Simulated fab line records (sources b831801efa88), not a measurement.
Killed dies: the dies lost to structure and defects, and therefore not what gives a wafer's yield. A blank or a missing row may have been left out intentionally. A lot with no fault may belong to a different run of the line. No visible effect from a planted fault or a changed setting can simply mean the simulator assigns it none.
Split-lot study | flow gf180mcu | 5 lots, 23 wafers read, on a route of 602 steps

== ABOUT THE SPLIT ==
At GF_MVSD_IMPLANT_08, the setting energy_kev was moved away from the recipe's 400 on 10 of the 23 wafers read, by -5.9% to +8.2%. This setting was run at the recipe's value on the other wafers.

Reading taken at the split's own step.

== THE READING ==
The simulator's own value implant.drp_nm, read by no gauge, in nm at GF_MVSD_IMPLANT_08. The file gives no usual value for it.

wafer  | tool, chamber at the split | energy_kev as run | against the recipe | implant.drp_nm, nm | against lot-mates on the recipe
L077.4 | implanter-01, 0            | 400               | recipe             | 116.9              | -
L077.5 | implanter-01, 0            | 400               | recipe             | 116.9              | -
L077.6 | implanter-01, 0            | 400               | recipe             | 116.9              | -
L081.1 | implanter-03, 0            | 400               | recipe             | 116.9              | -
L081.6 | implanter-03, 0            | 400               | recipe             | 116.9              | -
L081.2 | implanter-03, 0            | 381.5             | -4.6%              | 113.9              | -3.0
L081.3 | implanter-03, 0            | 381.5             | -4.6%              | 113.9              | -3.0
L081.5 | implanter-03, 0            | 381.5             | -4.6%              | 113.9              | -3.0
L080.1 | implanter-01, 0            | 376.3             | -5.9%              | 113.1              | -3.8
L080.2 | implanter-01, 0            | 376.3             | -5.9%              | 113.1              | -3.8
L080.3 | implanter-01, 0            | 376.3             | -5.9%              | 113.1              | -3.8
L080.4 | implanter-01, 0            | 400               | recipe             | 116.9              | -
L080.6 | implanter-01, 0            | 400               | recipe             | 116.9              | -
L083.1 | implanter-01, 0            | 400               | recipe             | 116.9              | -
L083.3 | implanter-01, 0            | 400               | recipe             | 116.9              | -
L083.4 | implanter-01, 0            | 400               | recipe             | 116.9              | -
L083.2 | implanter-01, 0            | 432.9             | +8.2%              | 121.6              | +4.7
L083.5 | implanter-01, 0            | 432.9             | +8.2%              | 121.6              | +4.7
L084.1 | implanter-02, 0            | 423.6             | +5.9%              | 120.3              | +3.4
L084.2 | implanter-02, 0            | 423.6             | +5.9%              | 120.3              | +3.4
L084.3 | implanter-02, 0            | 400               | recipe             | 116.9              | -
L084.4 | implanter-02, 0            | 400               | recipe             | 116.9              | -
L084.5 | implanter-02, 0            | 400               | recipe             | 116.9              | -

FIT RESULTS
A straight line over all 23 wafers: implant.drp_nm changes by +0.604 nm for each +1% of energy_kev; r = +1.00; the points scatter about the line by 0.11 nm.
The same after taking each lot's own level away (the mean of its wafers on the recipe; 23 wafers): +0.604 nm for each +1%; r = +1.00; scatter 0.11 nm.
According to that fit, moving energy_kev by its largest amount changes the reading by 5 nm.
The lots' own levels span 116.90 to 116.90 nm.
So the lot-to-lot level changes the slope little: the two slopes agree.
Check: with one of the wafers moved furthest among these (+8.2%) left out of the fit, the line predicts +4.93 nm for it against its lot-mates. It came out at +4.7 nm against them.

== ADDITIONAL SPLITS CARRIED BY THESE WAFERS ==
Before the reading, these wafers also passed through other splits. Each is held against what the fit with the lots' levels taken away leaves over:
other split on the same wafers | wafers away from the commonest value | r with implant.drp_nm (lot level and that fit taken away)
GF_STI_CVD_03 time_s           | 15                                   | +0.15
GF_STI_PEB_10 peb_temp_c       | 10                                   | +0.12

== THE WHOLE CHAIN: every reading that the file lists as answering this split, in the file's order ==
step               | what it does | reading                                                         | change (the file's fit)               | r (the file's)
GF_MVSD_IMPLANT_08 |              | implant.rp_nm (the simulator's own value, which no gauge read)  | +4.45 nm for each +1% of the setting  | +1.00
GF_MVSD_IMPLANT_08 |              | implant.drp_nm (the simulator's own value, which no gauge read) | +0.596 nm for each +1% of the setting | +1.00

== THE FILE'S OWN FIT ==
implant.drp_nm changes by +0.596 nm for each +1% of energy_kev, r = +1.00.
